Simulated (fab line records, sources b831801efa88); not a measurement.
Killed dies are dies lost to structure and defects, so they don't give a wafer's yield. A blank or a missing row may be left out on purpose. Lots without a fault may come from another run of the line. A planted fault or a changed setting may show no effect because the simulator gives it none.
fab line records | flow sky130
record lots=5 wafers=15 last_day=49
route steps=708 shown SD_P@331 RES_XHIGH@332 SD_N@342
lots that met no fault: from a run of the same line without faults
start_h: hours from the record's first day to the start of the lot's first wafer shown | wait_h: hours since the lot's step before | " the same as in the row above | L1.1+2: a row that stands for several wafers | - no value, or no start given | * or withheld: withheld | < > ~ a bound
route shown NAME@n: a module of which the file shows steps, and the number in the route of the first | usual: mean/standard deviation of fault-free wafers | same: alike in all rows | chamber/n: place in a boat | sites: the reading at each site | _std_site: their standard deviation | _edge_site: outer sites' mean less inner sites' | radius_mm: how far each site lies from the wafer's centre | mask NAME#n: copy n | behind: the tool/chamber that last shaped the wafer | hold: why the lot was held/for how many hours/how that ended | device: the transistor (n, p or np) that didn't switch | end of line: the same wafers' tests at the end of the route | a step without rows: its recipe alone | killed: dies lost to structure and defects at the first sort, not the wafer's yield | map: a wafer's dies, x killed, . not, _ none there
set.NAME: the setting as run; set.NAME@STEP: as run at that earlier step | model.NAME: the simulator's own value behind a step, which no gauge read
lots at some steps of the route; a table a step, a row a wafer
services: from which hour (start_h, from the record's first day; less than 0 if before it) a tool's chamber was out of use, for how many hours, and why
## steps
# step SKY_SD_P_TW_MEAS_11
# usual SD_P_TW=2811/20
# columns lot.wafer tool chamber start_h wait_h SD_P_TW
L077.1 film_metro-01 - 624.70 0.1 2793
L077.2 " - " " 2811
L077.6 " - " " 2811
L078.1 film_metro-02 - 634.78 0.1 2810
L078.4 " - " " 2806
L078.6 " - " " 2813
L081.1 film_metro-02 - 647.35 0.1 2791
L081.2 " - " " 2798
L081.5 " - " " 2798
L090.2 film_metro-01 - 722.06 0.1 2785
L090.4 " - " " 2789
L090.6 " - " " 2807
L093.2 film_metro-04 - 743.74 0.1 2850
L093.3 " - " " 2853
L093.4 " - " " 2827
# step SKY_RES_XHIGH_DEHYDRATE_00
# recipe temp_c=200 time_s=60
# usual chill_plate_temp_C=23.00/0.11
# columns lot.wafer tool chamber start_h wait_h chill_plate_temp_C
L077.1 litho_track-03 0 637.50 12.8 23.04
L077.2 " 0 " " 23.09
L077.6 " 0 " " 22.96
L078.1 litho_track-03 0 647.75 13.0 23.17
L078.4 " 0 " " 22.89
L078.6 " 0 " " 23.07
L081.1 litho_track-03 0 661.10 13.7 22.84
L081.2 " 0 " " 22.96
L081.5 " 0 " " 22.96
L090.2 litho_track-03 0 735.02 13.0 23.00
L090.4 " 0 " " 22.91
L090.6 " 0 " " 22.94
L093.2 litho_track-02 0 756.47 12.7 23.03
L093.3 " 0 " " 23.11
L093.4 " 0 " " 23.08
# step SKY_RES_XHIGH_HMDS_01
# recipe prime_time_s=60 prime_temp_c=120
# usual chill_plate_temp_C=23.01/0.094
# columns lot.wafer tool chamber start_h wait_h chill_plate_temp_C
L077.1 litho_track-03 0 637.65 0.1 23.01
L077.2 " 0 " " 22.92
L077.6 " 0 " " 22.88
L078.1 litho_track-03 0 647.90 0.1 22.98
L078.4 " 0 " " 22.84
L078.6 " 0 " " 22.93
L081.1 litho_track-03 0 661.25 0.1 23.06
L081.2 " 0 " " 22.85
L081.5 " 0 " " 22.97
L090.2 litho_track-03 0 735.17 0.1 23.24
L090.4 " 0 " " 22.98
L090.6 " 0 " " 23.08
L093.2 litho_track-02 0 756.62 0.1 22.95
L093.3 " 0 " " 22.93
L093.4 " 0 " " 22.86
# step SKY_RES_XHIGH_COAT_02
# recipe resist=NOVOLAK spin_rpm=3000 resist_thk_nm=1140
# usual chill_plate_temp_C=23.00/0.099
# columns lot.wafer tool chamber start_h wait_h chill_plate_temp_C
L077.1 litho_track-03 0 637.80 0.1 22.82
L077.2 " 0 " " 22.93
L077.6 " 0 " " 22.98
L078.1 litho_track-03 0 648.05 0.1 23.03
L078.4 " 0 " " 23.00
L078.6 " 0 " " 22.96
L081.1 litho_track-03 0 661.40 0.1 23.03
L081.2 " 0 " " 23.00
L081.5 " 0 " " 22.83
L090.2 litho_track-03 0 735.32 0.1 23.07
L090.4 " 0 " " 23.05
L090.6 " 0 " " 23.05
L093.2 litho_track-02 0 756.77 0.1 22.82
L093.3 " 0 " " 22.83
L093.4 " 0 " " 22.79
# step SKY_RES_XHIGH_SOFTBAKE_03
# recipe temp_c=90 time_s=60 resist=NOVOLAK
# usual chill_plate_temp_C=22.98/0.11
# columns lot.wafer tool chamber start_h wait_h chill_plate_temp_C
L077.1 litho_track-03 0 637.95 0.1 23.07
L077.2 " 0 " " 22.75
L077.6 " 0 " " 22.83
L078.1 litho_track-03 0 648.20 0.1 23.19
L078.4 " 0 " " 23.18
L078.6 " 0 " " 23.06
L081.1 litho_track-03 0 661.55 0.1 23.07
L081.2 " 0 " " 23.00
L081.5 " 0 " " 23.00
L090.2 litho_track-03 0 735.47 0.1 22.74
L090.4 " 0 " " 22.90
L090.6 " 0 " " 22.81
L093.2 litho_track-02 0 756.92 0.1 22.96
L093.3 " 0 " " 22.93
L093.4 " 0 " " 22.95
# step SKY_RES_XHIGH_EXPOSE_04
# recipe mask_id=URPM na=0.6 source_shape=conventional sigma_outer=0.6 polarization=unpolarized target_cd_nm=1270 dose_mj=140
# usual exposure_dose_mJ_cm2=139.99/0.13
# columns lot.wafer tool chamber start_h wait_h mask exposure_dose_mJ_cm2
L077.1 iline_stepper-02 0 - - URPM#0 139.77
L077.2 " 0 " " URPM#0 139.79
L077.6 " 0 " " URPM#0 139.83
L078.1 iline_stepper-02 0 - - URPM#0 139.90
L078.4 " 0 " " URPM#0 139.97
L078.6 " 0 " " URPM#0 139.95
L081.1 iline_stepper-02 0 - - URPM#0 140.07
L081.2 " 0 " " URPM#0 140.31
L081.5 " 0 " " URPM#0 140.12
L090.2 iline_stepper-02 0 - - URPM#0 140.00
L090.4 " 0 " " URPM#0 140.04
L090.6 " 0 " " URPM#0 140.03
L093.2 iline_stepper-02 0 - - URPM#0 140.03
L093.3 " 0 " " URPM#0 140.10
L093.4 " 0 " " URPM#0 139.98
# step SKY_RES_XHIGH_PEB_05
# recipe temp_c=withheld time_s=* resist=NOVOLAK
# usual chill_plate_temp_C=*
# columns lot.wafer tool chamber start_h wait_h chill_plate_temp_C
L077.1 litho_track-02 0 - - *
L077.2 " 0 " " *
L077.6 " 0 " " *
L078.1 litho_track-02 0 - - *
L078.4 " 0 " " *
L078.6 " 0 " " *
L081.1 litho_track-04 0 - - *
L081.2 " 0 " " *
L081.5 " 0 " " *
L090.2 litho_track-04 0 - - *
L090.4 " 0 " " *
L090.6 " 0 " " *
L093.2 litho_track-03 0 - - *
L093.3 " 0 " " *
L093.4 " 0 " " *
# step SKY_RES_XHIGH_DEVELOP_06
# recipe resist=NOVOLAK developer=TMAH develop_time_s=60 dev_temp_c=23
# usual chill_plate_temp_C=22.98/0.11
# columns lot.wafer tool chamber start_h wait_h chill_plate_temp_C
L077.1 litho_track-02 0 652.44 0.1 23.10
L077.2 " 0 " " 23.03
L077.6 " 0 " " 22.95
L078.1 litho_track-02 0 662.39 0.1 23.07
L078.4 " 0 " " 23.05
L078.6 " 0 " " 22.97
L081.1 litho_track-04 0 675.13 0.1 22.94
L081.2 " 0 " " 22.98
L081.5 " 0 " " 22.93
L090.2 litho_track-04 0 749.30 0.1 23.06
L090.4 " 0 " " 22.80
L090.6 " 0 " " 22.85
L093.2 litho_track-03 0 770.37 0.1 23.03
L093.3 " 0 " " 22.92
L093.4 " 0 " " 22.86
# step SKY_RES_XHIGH_IMPLANT_07
# recipe species=BF2 energy_kev=20 dose_cm2=3.6e+14 tilt_deg=0
# columns lot.wafer tool chamber start_h wait_h
L077.1+2+6 implanter-04 0 652.59 0.1
L078.1+4+6 implanter-04 0 662.54 0.1
L081.1+2+5 implanter-04 0 675.28 0.1
L090.2+4+6 implanter-04 0 749.45 0.1
L093.2+3+4 implanter-01 0 770.52 0.1
# step SKY_RES_XHIGH_STRIP_08
# recipe chemistry=O2/N2 power_w=1400 pressure_mtorr=1500 platen_temp_c=withheld o2_flow_sccm=3000 n2_flow_sccm=300 overash_fraction=0.5
# usual chamber_pressure_mTorr=1500.1/1.3 drypump_motor_current_A=5.6/0.39 oes_product_au=0.711/0.0043 strip_time_to_endpoint_s=14.26/0.037
# columns lot.wafer tool chamber start_h wait_h chamber_pressure_mTorr drypump_motor_current_A oes_product_au rf_hours_counter_h strip_time_to_endpoint_s
L077.1 plasma_asher-01 0 652.74 0.1 1499.1 5.9 0.712 22 14.20
L077.2 " 1 " " 1500.0 6.0 0.709 22 14.27
L077.6 " 0 " " 1501.8 5.9 0.707 - 14.25
L078.1 plasma_asher-03 1 662.69 0.1 1498.8 5.2 0.713 83 14.21
L078.4 " 0 " " 1498.5 4.9 0.718 - 14.19
L078.6 " 1 " " 1501.4 5.2 0.719 - 14.21
L081.1 plasma_asher-02 1 675.43 0.1 1499.0 5.5 0.718 102 14.28
L081.2 " 0 " " 1500.7 5.8 0.715 102 14.26
L081.5 " 0 " " 1498.2 5.8 0.708 - 14.32
L090.2 plasma_asher-02 0 749.58 0.1 1502.3 5.8 0.706 1 14.23
L090.4 " 0 " " 1502.5 5.8 0.713 - 14.25
L090.6 " 0 " " 1501.3 5.8 0.723 - 14.26
L093.2 plasma_asher-03 1 770.65 0.1 1501.9 5.2 0.715 94 14.25
L093.3 " 0 " " 1501.3 4.9 0.709 - 14.23
L093.4 " 1 " " 1500.9 5.2 0.710 - 14.25
# step SKY_RES_XHIGH_TW_MEAS_09
# usual RES_XHIGH_TW=1627/11
# columns lot.wafer tool chamber start_h wait_h RES_XHIGH_TW
L077.1 film_metro-02 - 652.84 0.1 1622
L077.2 " - " " 1621
L077.6 " - " " 1613
L078.1 film_metro-02 - 662.79 0.1 1624
L078.4 " - " " 1613
L078.6 " - " " 1632
L081.1 film_metro-01 - 675.53 0.1 1621
L081.2 " - " " 1621
L081.5 " - " " 1618
L090.2 film_metro-04 - 749.69 0.1 1634
L090.4 " - " " 1634
L090.6 " - " " 1633
L093.2 film_metro-01 - 770.76 0.1 1612
L093.3 " - " " 1606
L093.4 " - " " 1610
# step SKY_SD_N_DEHYDRATE_00
# recipe temp_c=200 time_s=60
# usual chill_plate_temp_C=23.01/0.11
# columns lot.wafer tool chamber start_h wait_h chill_plate_temp_C
L077.1 litho_track-02 0 665.84 13.0 23.01
L077.2 " 0 " " 23.03
L077.6 " 0 " " 22.96
L078.1 litho_track-01 0 675.75 12.9 23.05
L078.4 " 0 " " 22.99
L078.6 " 0 " " 22.94
L081.1 litho_track-03 0 689.20 13.7 22.77
L081.2 " 0 " " 22.71
L081.5 " 0 " " 22.86
L090.2 litho_track-03 0 761.72 12.0 22.91
L090.4 " 0 " " 22.99
L090.6 " 0 " " 22.91
L093.2 litho_track-02 0 781.87 11.1 22.89
L093.3 " 0 " " 22.94
L093.4 " 0 " " 23.07
# step SKY_SD_N_HMDS_01
# recipe prime_time_s=60 prime_temp_c=120
# usual chill_plate_temp_C=23.01/0.11
# columns lot.wafer tool chamber start_h wait_h chill_plate_temp_C
L077.1 litho_track-02 0 665.99 0.1 22.98
L077.2 " 0 " " 22.93
L077.6 " 0 " " 22.96
L078.1 litho_track-01 0 675.90 0.1 22.95
L078.4 " 0 " " 23.03
L078.6 " 0 " " 22.96
L081.1 litho_track-03 0 689.35 0.1 22.90
L081.2 " 0 " " 23.03
L081.5 " 0 " " 22.94
L090.2 litho_track-03 0 761.87 0.1 23.15
L090.4 " 0 " " 22.94
L090.6 " 0 " " 22.93
L093.2 litho_track-02 0 782.02 0.1 22.99
L093.3 " 0 " " 22.88
L093.4 " 0 " " 23.03
# step SKY_SD_N_COAT_02
# recipe resist=NOVOLAK spin_rpm=3000 resist_thk_nm=1140
# usual chill_plate_temp_C=22.99/0.1
# columns lot.wafer tool chamber start_h wait_h chill_plate_temp_C
L077.1 litho_track-02 0 666.14 0.1 23.14
L077.2 " 0 " " 23.06
L077.6 " 0 " " 22.95
L078.1 litho_track-01 0 676.05 0.1 22.94
L078.4 " 0 " " 23.05
L078.6 " 0 " " 22.92
L081.1 litho_track-03 0 689.50 0.1 23.07
L081.2 " 0 " " 23.01
L081.5 " 0 " " 22.97
L090.2 litho_track-03 0 762.02 0.1 22.93
L090.4 " 0 " " 23.15
L090.6 " 0 " " 22.98
L093.2 litho_track-02 0 782.17 0.1 23.02
L093.3 " 0 " " 22.86
L093.4 " 0 " " 22.85
# step SKY_SD_N_SOFTBAKE_03
# recipe temp_c=90 time_s=60 resist=NOVOLAK
# usual chill_plate_temp_C=23.01/0.097
# columns lot.wafer tool chamber start_h wait_h chill_plate_temp_C
L077.1 litho_track-02 0 666.29 0.1 23.00
L077.2 " 0 " " 23.03
L077.6 " 0 " " 23.04
L078.1 litho_track-01 0 676.20 0.1 22.83
L078.4 " 0 " " 23.01
L078.6 " 0 " " 22.80
L081.1 litho_track-03 0 689.65 0.1 23.13
L081.2 " 0 " " 23.15
L081.5 " 0 " " 23.13
L090.2 litho_track-03 0 762.17 0.1 23.02
L090.4 " 0 " " 23.02
L090.6 " 0 " " 23.03
L093.2 litho_track-02 0 782.32 0.1 22.87
L093.3 " 0 " " 23.11
L093.4 " 0 " " 22.81
# step SKY_SD_N_EXPOSE_04
# recipe mask_id=NSDM na=0.6 source_shape=conventional sigma_outer=0.6 polarization=unpolarized target_cd_nm=380 dose_mj=141
# usual exposure_dose_mJ_cm2=140.91/0.14
# columns lot.wafer tool chamber start_h wait_h mask exposure_dose_mJ_cm2
L077.1 iline_stepper-01 0 - - NSDM#0 140.86
L077.2 " 0 " " NSDM#0 140.88
L077.6 " 0 " " NSDM#0 140.91
L078.1 iline_stepper-02 0 - - NSDM#0 141.15
L078.4 " 0 " " NSDM#0 140.78
L078.6 " 0 " " NSDM#0 141.16
L081.1 iline_stepper-01 0 - - NSDM#0 140.89
L081.2 " 0 " " NSDM#0 140.78
L081.5 " 0 " " NSDM#0 141.25
L090.2 iline_stepper-01 0 - - NSDM#0 140.91
L090.4 " 0 " " NSDM#0 140.80
L090.6 " 0 " " NSDM#0 140.82
L093.2 iline_stepper-02 0 - - NSDM#0 140.83
L093.3 " 0 " " NSDM#0 140.93
L093.4 " 0 " " NSDM#0 140.83
# step SKY_SD_N_PEB_05
# recipe temp_c=withheld time_s=* resist=NOVOLAK
# usual chill_plate_temp_C=*
# columns lot.wafer tool chamber start_h wait_h chill_plate_temp_C
L077.1 litho_track-03 0 - - *
L077.2 " 0 " " *
L077.6 " 0 " " *
L078.1 litho_track-03 0 - - *
L078.4 " 0 " " *
L078.6 " 0 " " *
L081.1 litho_track-03 0 - - *
L081.2 " 0 " " *
L081.5 " 0 " " *
L090.2 litho_track-03 0 - - *
L090.4 " 0 " " *
L090.6 " 0 " " *
L093.2 litho_track-02 0 - - *
L093.3 " 0 " " *
L093.4 " 0 " " *
# step SKY_SD_N_DEVELOP_06
# recipe resist=NOVOLAK developer=TMAH develop_time_s=60 dev_temp_c=23
# usual chill_plate_temp_C=22.99/0.094
# columns lot.wafer tool chamber start_h wait_h chill_plate_temp_C
L077.1 litho_track-03 0 679.85 0.1 22.94
L077.2 " 0 " " 22.91
L077.6 " 0 " " 22.97
L078.1 litho_track-03 0 690.55 0.1 22.97
L078.4 " 0 " " 22.98
L078.6 " 0 " " 23.05
L081.1 litho_track-03 0 703.15 0.1 22.94
L081.2 " 0 " " 22.93
L081.5 " 0 " " 23.07
L090.2 litho_track-03 0 774.82 0.1 23.01
L090.4 " 0 " " 22.90
L090.6 " 0 " " 22.96
L093.2 litho_track-02 0 797.22 0.1 23.09
L093.3 " 0 " " 22.97
L093.4 " 0 " " 23.20
# step SKY_SD_N_CD_MEAS_07
# recipe target_cd_nm=380
# usual cd_nm=378.8/2.1
# columns lot.wafer tool chamber start_h wait_h cd_nm
L077.1 cd_sem-01 - 680.00 0.1 378.6
L077.2 " - " " 377.4
L077.6 " - " " 378.6
L078.1 cd_sem-02 - 690.70 0.1 382.5
L078.4 " - " " 381.8
L078.6 " - " " 381.7
L081.1 cd_sem-01 - 703.30 0.1 378.6
L081.2 " - " " 377.3
L081.5 " - " " 378.3
L090.2 cd_sem-01 - 774.97 0.1 381.5
L090.4 " - " " 380.3
L090.6 " - " " 380.5
L093.2 cd_sem-01 - 797.36 0.1 374.8
L093.3 " - " " 376.1
L093.4 " - " " 379.1
# step SKY_SD_N_OVL_MEAS_08
# usual SD_N_OVL=-0.4/1.4
# columns lot.wafer tool chamber start_h wait_h SD_N_OVL[nm]
L077.1 overlay-02 - 680.12 0.1 -0.3
L077.2 " - " " -1.3
L077.6 " - " " 1.4
L078.1 overlay-01 - 690.82 0.1 0.1
L078.4 " - " " -0.6
L078.6 " - " " 1.9
L081.1 overlay-02 - 703.42 0.1 -3.0
L081.2 " - " " -1.2
L081.5 " - " " -3.3
L090.2 overlay-01 - 775.07 0.1 -0.6
L090.4 " - " " -2.3
L090.6 " - " " -0.7
L093.2 overlay-02 - 797.47 0.1 1.4
L093.3 " - " " 1.6
L093.4 " - " " 0.1
# step SKY_SD_N_IMPLANT_09
# recipe species=As energy_kev=50 dose_cm2=4e+15 tilt_deg=0
# columns lot.wafer tool chamber start_h wait_h
L077.1+2+6 implanter-02 0 680.15 0.0
L078.1+4+6 implanter-03 0 690.85 0.0
L081.1+2+5 implanter-02 0 703.45 0.0
L090.2+4+6 implanter-02 0 775.13 0.0
L093.2+3+4 implanter-02 0 797.52 0.0
# step SKY_SD_N_IMPLANT_10
# recipe species=P energy_kev=20 dose_cm2=1e+14 tilt_deg=0
# columns lot.wafer tool chamber start_h wait_h
L077.1+2+6 implanter-02 0 680.30 0.1
L078.1+4+6 implanter-03 0 691.00 0.1
L081.1+2+5 implanter-02 0 703.60 0.1
L090.2+4+6 implanter-02 0 775.28 0.1
L093.2+3+4 implanter-02 0 797.67 0.1
# step SKY_SD_N_STRIP_11
# recipe chemistry=O2/N2 power_w=1400 pressure_mtorr=1500 platen_temp_c=withheld o2_flow_sccm=3000 n2_flow_sccm=300 overash_fraction=0.5
# usual chamber_pressure_mTorr=1500.1/1.3 drypump_motor_current_A=5.4/0.36 oes_product_au=0.527/0.0049 strip_time_to_endpoint_s=22.54/0.039
# columns lot.wafer tool chamber start_h wait_h chamber_pressure_mTorr drypump_motor_current_A oes_product_au rf_hours_counter_h strip_time_to_endpoint_s
L077.1 plasma_asher-04 1 680.45 0.1 1498.8 5.6 0.531 51 22.51
L077.2 " 0 " " 1500.0 5.7 0.525 51 22.53
L077.6 " 0 " " 1499.9 5.7 0.530 - 22.50
L078.1 plasma_asher-03 0 691.15 0.1 1500.7 4.9 0.516 85 22.56
L078.4 " 1 " " 1501.7 5.2 0.525 - 22.54
L078.6 " 1 " " 1500.0 5.2 0.529 - 22.54
L081.1 plasma_asher-04 1 703.75 0.1 1500.5 5.6 0.523 52 22.54
L081.2 " 0 " " 1502.7 5.6 0.525 52 22.56
L081.5 " 0 " " 1499.7 5.6 0.517 - 22.56
L090.2 plasma_asher-04 0 775.40 0.1 1500.6 5.7 0.520 59 22.51
L090.4 " 0 " " 1498.7 5.6 0.531 - 22.58
L090.6 " 0 " " 1502.0 5.6 0.529 - 22.56
L093.2 plasma_asher-03 1 797.80 0.1 1500.7 5.2 0.525 97 22.54
L093.3 " 1 " " 1500.7 5.3 0.522 - 22.53
L093.4 " 0 " " 1498.7 4.9 0.531 - 22.56
# step SKY_SD_N_TW_MEAS_12
# usual SD_N_TW=3958/29
# columns lot.wafer tool chamber start_h wait_h SD_N_TW
L077.1 film_metro-02 - 680.55 0.1 3936
L077.2 " - " " 3955
L077.6 " - " " 3948
L078.1 film_metro-04 - 691.25 0.1 3990
L078.4 " - " " 3977
L078.6 " - " " 3958
L081.1 film_metro-01 - 703.85 0.1 3917
L081.2 " - " " 3906
L081.5 " - " " 3923
L090.2 film_metro-02 - 775.51 0.1 4012
L090.4 " - " " 4002
L090.6 " - " " 3998
L093.2 film_metro-04 - 797.91 0.1 3955
L093.3 " - " " 3943
L093.4 " - " " 3970
# step SKY_SD_N_CLEAN_13
# recipe chemistry=SC1/SC2 mix=1:4:20 temp_c=70 time_s=150 dry=n2_spin
# columns lot.wafer tool chamber start_h wait_h
L077.1+2+6 wet_bench-01 3 680.61 0.1
L078.1+4+6 wet_bench-02 2 691.31 0.1
L081.1+2+5 wet_bench-02 1 703.91 0.1
L090.2+4+6 wet_bench-02 3 775.56 0.0
L093.2+3+4 wet_bench-02 3 797.96 0.0
## services
# columns tool chamber start_h hours kind
wet_bench-02 - 622.85 7.1 repair
plasma_asher-04 - 624.79 3.3 repair
plasma_asher-01 - 635.72 3.7 repair
implanter-04 - 638.36 4.5 pm
implanter-03 - 643.36 3.8 pm
implanter-04 - 643.65 7.7 repair
implanter-03 - 658.52 13.7 repair
wet_bench-02 - 661.55 3.3 repair
plasma_asher-03 - 670.78 7.8 repair
iline_stepper-02 - 682.37 4.4 pm
plasma_asher-04 - 684.90 11.5 repair
implanter-01 - 686.35 1.7 repair
implanter-02 - 687.66 1.7 pm
iline_stepper-02 - 690.39 1.7 pm
iline_stepper-01 - 699.40 5.4 repair
implanter-02 - 727.43 2.2 repair
plasma_asher-02 - 733.75 9.0 pm
plasma_asher-04 - 747.54 1.4 repair
iline_stepper-01 - 760.45 1.7 pm
implanter-03 - 765.80 15.1 pm
implanter-03 - 781.66 1.5 repair
wet_bench-02 - 786.24 8.8 repair
iline_stepper-02 - 788.17 2.1 pm
implanter-02 - 792.98 3.6 pm
## key
fault none
